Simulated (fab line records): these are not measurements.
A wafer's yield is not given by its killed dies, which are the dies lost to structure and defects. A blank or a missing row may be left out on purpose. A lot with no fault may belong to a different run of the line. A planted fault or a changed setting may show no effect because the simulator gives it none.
2 desks, one fault :: flow gf180mcu :: every desk sees just its own numbers, and what lay behind them comes last

== THE METROLOGY DESK ==
What the gauges read for every lot (on any tool): the sampled wafers with a number, averaged. The brackets show how far a lot's mean lies from the usual mean; more than 4 standard deviations puts the lot out of limits, marked OUT.
Columns: A = STI_OXIDATION_THK at GF_STI_THK_MEAS_02, usual 9.96 nm; B = DNWELL_TW at GF_DNWELL_TW_MEAS_09, usual 1355; C = VT_IMPLANT_OVL at GF_VT_IMPLANT_OVL_MEAS_07, usual -0.8 nm
lot: L659
first seen here: day 1 11:31
A: 10.15
B: 1362
C: -0.0

lot: L660
first seen here: day 1 16:31
A: 9.92
B: 1341
C: -0.4

lot: L662
first seen here: day 2 02:31
A: 9.86
B: 1341
C: -0.7

lot: L664
first seen here: day 2 12:31
A: 9.99
B: 1366
C: -1.9

lot: L665
first seen here: day 2 20:28
A: 9.91
B: 1363
C: -1.2

lot: L668
first seen here: day 3 08:32
A: 10.03
B: 1360
C: -1.0

lot: L669
first seen here: day 3 13:31
A: 9.91
B: 1364
C: -0.6

lot: L671
first seen here: day 4 00:21
A: 10.10
B: 1364
C: -2.8

lot: L672
first seen here: day 4 05:29
A: 10.14
B: 1345
C: -0.9

lot: L674
first seen here: day 4 16:23
A: 9.89
B: 1345
C: -1.0

lot: L675
first seen here: day 4 21:54
A: 9.90
B: 1358
C: -1.9

lot: L681
first seen here: day 6 01:32
A: 10.10
B: 1476 (+9.3) OUT
C: -0.4

lot: L682
first seen here: day 6 06:31
A: 10.04
B: 1472 (+9.0) OUT
C: 0.4
This desk finds L681, L682 out of limits, with the earliest case on L681 at day 7 18:10 (DNWELL_TW at GF_DNWELL_TW_MEAS_09). In limits: L659, L660, L662, L664, L665, L668, L669, L671, L672, L674, L675.

== DESK OF THE TOOL OWNER: implanter-01 ==
GF_DNWELL_IMPLANT_07, tool's own readings: per-lot mean of the sampled wafers with a number, covering each lot this tool ran. The brackets show how far a lot's mean lies from the usual mean; more than 4 standard deviations puts the lot out of limits, marked OUT.
Columns: A = beam_on_s at GF_DNWELL_IMPLANT_07, usual 10.00 s; B = end_station_pressure_torr at GF_DNWELL_IMPLANT_07, usual 5.02e-06 Torr; C = faraday_current_uA at GF_DNWELL_IMPLANT_07, usual 56.4
lot: L662
first seen here: day 3 15:02
A: 9.79
B: 5.22e-06
C: 57.6

lot: L668
first seen here: day 4 18:08
A: 9.93
B: 4.87e-06
C: 57.0

lot: L672
first seen here: day 5 17:26
A: 10.27
B: 5.00e-06
C: 55.1

lot: L674
first seen here: day 6 03:49
A: 9.95
B: 4.98e-06
C: 56.6

lot: L675
first seen here: day 6 09:32
A: 9.99
B: 4.95e-06
C: 56.4

lot: L681
first seen here: day 7 17:56
A: 13.51 (+18) OUT
B: 4.89e-06
C: 41.7 (-13) OUT

lot: L682
first seen here: day 7 21:46
A: 13.42 (+17) OUT
B: 5.32e-06
C: 42.1 (-13) OUT
This desk's verdict: out of limits on L681, L682, starting with L681 at day 7 17:56 (beam_on_s at GF_DNWELL_IMPLANT_07). In limits: L662, L668, L672, L674, L675.

== PUT TOGETHER ==
The tool owner's desk could have raised an alarm at day 7 17:56, on L681, L682.
The metrology desk could have raised an alarm at day 7 18:10, on L681, L682.
The lots listed all ran GF_DNWELL_IMPLANT_07 on implanter-01.

== WHAT HAD BEEN PUT IN BY THE SIMULATOR ==
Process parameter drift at GF_DNWELL_IMPLANT_07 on implanter-01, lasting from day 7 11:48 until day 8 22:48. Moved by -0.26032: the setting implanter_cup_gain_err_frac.
Shown lots that were struck: L681, L682.
Delay (hours) between the fault's onset and each desk's first out-of-limits reading: 6 at the tool owner's desk, 6 at the metrology desk.
